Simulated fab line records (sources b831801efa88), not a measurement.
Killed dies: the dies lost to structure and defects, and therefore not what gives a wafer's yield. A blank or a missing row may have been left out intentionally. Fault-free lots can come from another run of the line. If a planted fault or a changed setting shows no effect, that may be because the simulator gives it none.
A struck lot beside a sound one || flow sfqLine || 29 steps out of a route of 325
Sound: wafers L890.1, L890.3, L890.5. The struck wafers were L908.1, L908.2, L908.5. At the end, the cause is stated.
Per side, at each step with rows, come the tool, then ch with its chambers, and then its first start. Under that, the readings that differ: sound wafers || struck wafers || difference of the means || sigmas: that difference in standard deviations of wafers without a fault.
alike: a reading whose means differ by less than 2 such deviations, as well as words and numbers matching on both sides. not compared: withheld readings; readings where some wafer has no value; bounds like >300 that might hide an equal value; numbers whose values overlap and for which the record gives no deviation.
A row with sigmas, a row that says differs or no value, or rows on one side alone: a step with any of these is where the two part. Numbers that have no deviation but don't overlap get no sigmas and don't part them. A reading that every wafer of one side lacks parts them only if that side has two wafers or more.

first, 2 steps without rows for these wafers: SFQ_TRILAYER_I0_VIA_STRIP_SOLV_CLEAN_036 (cleans in NMP, time 600 s); SFQ_TRILAYER_M1_DEP_PRE_CLEAN_038 (time 22.5 s).
SFQ_TRILAYER_M1_DEP_SPUTTER_037: material Nb, target thk 200 nm, time 133.3 s.
  struck on pvdSputter-04, day 26 04:31; sound on pvdSputter-03, day 18 20:22
  alike: throttleValvePct
SFQ_M1_RS_MEAS_909: measures by four-point-probe.
  struck on filmMetro-03, day 26 04:36; sound on filmMetro-01, day 18 20:28
{"reading": "M1_NB_RS (ohm/sq)", "sound": "0.871 0.873 0.877", "struck": "0.890 0.906 0.895", "difference": "+0.023", "sigmas": "+2"}
then, 6 steps without rows for these wafers: SFQ_TRILAYER_M1_LITHO_COAT_044 (resist thk 62 nm); SFQ_TRILAYER_M1_LITHO_COAT_039 (resist thk 600 nm); SFQ_TRILAYER_M1_LITHO_SOFTBAKE_043; SFQ_TRILAYER_M1_LITHO_EXPOSE_040 (exposes mask M1, target cd 500 nm); SFQ_TRILAYER_M1_LITHO_PEB_042 (peb time 60 s); SFQ_TRILAYER_M1_LITHO_DEVELOP_041 (time 60 s).
-- the record jumps here: 7 days lie between the struck wafers' starts before and after --
SFQ_M1_OVL_MEAS_911:
  struck on overlay-01, day 33 04:46; sound on overlay-02, day 25 12:49
  alike: M1_OVL
SFQ_TRILAYER_M1_BARC_OPEN_METAL_ETCH_054: etches BARC in O2, target depth 125 nm, time 41.7 s.
  sound on rieMetal-03 ch 1, day 25 12:52; struck on rieMetal-02 ch 0,1, day 33 04:48
  no value came back on the struck wafers for biasW (W), chamberPressureMTorr (mTorr), drypumpMotorCurrentA (A), oesProductAu (a.u.); on the sound wafers biasW (W) reads 79.64 79.96 79.71
{"reading": "model.KrF_of_TRILAYER_M1_LITHO_COAT_039.thkNm (nm)", "sound": "525.3 525.1 524.6", "struck": "575.1 574.5 575.5", "difference": "+50.0", "sigmas": ""}
  not compared: rfHoursCounterH
SFQ_TRILAYER_M1_ETCH_METAL_ETCH_042: etches Nb in Cl2/Ar, stops on SiO2, target depth 240 nm, time 120 s.
  sound on rieMetal-03 ch 1, day 25 12:55; struck on rieMetal-02 ch 0,1, day 33 04:52
{"reading": "biasW (W)", "sound": "80.33 80.57 80.63", "struck": "80.05 79.50 79.76", "difference": -0.74, "sigmas": -3}
{"reading": "oesProductAu (a.u.)", "sound": "0.909 0.906 0.898", "struck": "0.377 0.375 0.369", "difference": -0.531, "sigmas": -73}
{"reading": "model.KrF_of_TRILAYER_M1_LITHO_COAT_039.thkNm (nm)", "sound": "386.7 386.1 386", "struck": "432.4 432.9 433.4", "difference": "+46.6", "sigmas": ""}
  alike: chamberPressureMTorr, drypumpMotorCurrentA
  not compared: rfHoursCounterH
SFQ_TRILAYER_M1_STRIP_STRIP_043: strips in O2.
  sound on rieMetal-03 ch 1, day 25 13:02; struck on rieMetal-02 ch 0,1, day 33 04:59
{"reading": "oesProductAu (a.u.)", "sound": "0.990 0.989 0.983", "struck": "1.012 1.007 1.003", "difference": "+0.020", "sigmas": "+2"}
  alike: drypumpMotorCurrentA
  not compared: rfHoursCounterH
then, 1 step without rows for these wafers: SFQ_TRILAYER_M1_STRIP_SOLV_CLEAN_044 (cleans in NMP, time 600 s).
SFQ_TRILAYER_I1_DEP_PECVD_045: deposits SiO2 from SiH4/N2O, time 111.11 s, target thk 500 nm.
  sound on pecvd-01 ch 1,2, day 25 13:49; struck on pecvd-03 ch 0,2, day 33 05:47
{"reading": "throttleValvePct (%)", "sound": "23.9 24.1 24.1", "struck": "26.3 25.6 26.4", "difference": "+2.1", "sigmas": "+2"}
  alike: heaterPowerW
SFQ_TRILAYER_I1_CMP_CMP_046: polishes SiO2.
  sound on cmp-01 ch 0,1,2, day 25 14:54; struck on cmp-01 ch 1,2,3, day 33 06:21
  alike: headPressurePsi, motorCurrentA, timeToEndpointS
SFQ_I1_BOW_MEAS_912:
  struck on filmMetro-04, day 33 08:51; sound on filmMetro-03, day 25 16:54
  alike: I1_BOW
SFQ_TRILAYER_I1_METRO_MEASURE_047:
  struck on filmMetro-04, day 33 08:58; sound on filmMetro-03, day 25 17:01
  alike: thkNm
then, 3 steps without rows for these wafers: SFQ_TRILAYER_I1_VIA_LITHO_COAT_054 (resist thk 62 nm); SFQ_TRILAYER_I1_VIA_LITHO_COAT_049 (resist thk 650 nm); SFQ_TRILAYER_I1_VIA_LITHO_SOFTBAKE_053.
-- the record jumps here: 6 days lie between the struck wafers' starts before and after --
SFQ_TRILAYER_I1_VIA_LITHO_EXPOSE_050: exposes mask I1, target cd 500 nm.
  struck on krfScanner-02, day 39 13:43; sound on krfScanner-02 ch 0, day 32 18:36
  no value came back on the struck wafers for exposureDoseMJCm2, focusOffsetNm (nm); on the sound wafers exposureDoseMJCm2 reads 21.289 21.258 21.269
  alike: mask
then, 2 steps without rows for these wafers: SFQ_TRILAYER_I1_VIA_LITHO_PEB_052 (peb time 60 s); SFQ_TRILAYER_I1_VIA_LITHO_DEVELOP_051 (time 60 s).
SFQ_I1_OVL_MEAS_913:
  struck on overlay-02, day 39 15:13; sound on overlay-01, day 32 20:06
{"reading": "I1_OVL (nm)", "sound": "-2 -2 -1", "struck": "- - -", "difference": "no value on the struck wafers", "sigmas": ""}
then, 1 step without rows for these wafers: SFQ_TRILAYER_I1_VIA_BARC_OPEN_VIA_ETCH_071 (etches BARC in O2, target depth 125 nm, time 41.7 s).
SFQ_TRILAYER_I1_VIA_ETCH_VIA_ETCH_052: etches SiO2 in CHF3, stops on Nb, target depth 260 nm.
  sound on rieDiel-01 ch 0,1, day 32 20:11; struck on rieDiel-03 ch 0,1,2, day 39 15:17
{"reading": "oesProductAu (a.u.)", "sound": "0.857 0.855 0.859", "struck": "0.370 0.382 0.373", "difference": -0.482, "sigmas": -89}
  alike: biasW, chamberPressureMTorr, drypumpMotorCurrentA
then, 1 step without rows for these wafers: SFQ_TRILAYER_I1_VIA_STRIP_STRIP_053 (strips in O2).

## WHERE THEY PART
At SFQ_M1_RS_MEAS_909 first; at SFQ_TRILAYER_I1_VIA_ETCH_VIA_ETCH_052 last (within this record only).

WHY: what had been put in by the simulator
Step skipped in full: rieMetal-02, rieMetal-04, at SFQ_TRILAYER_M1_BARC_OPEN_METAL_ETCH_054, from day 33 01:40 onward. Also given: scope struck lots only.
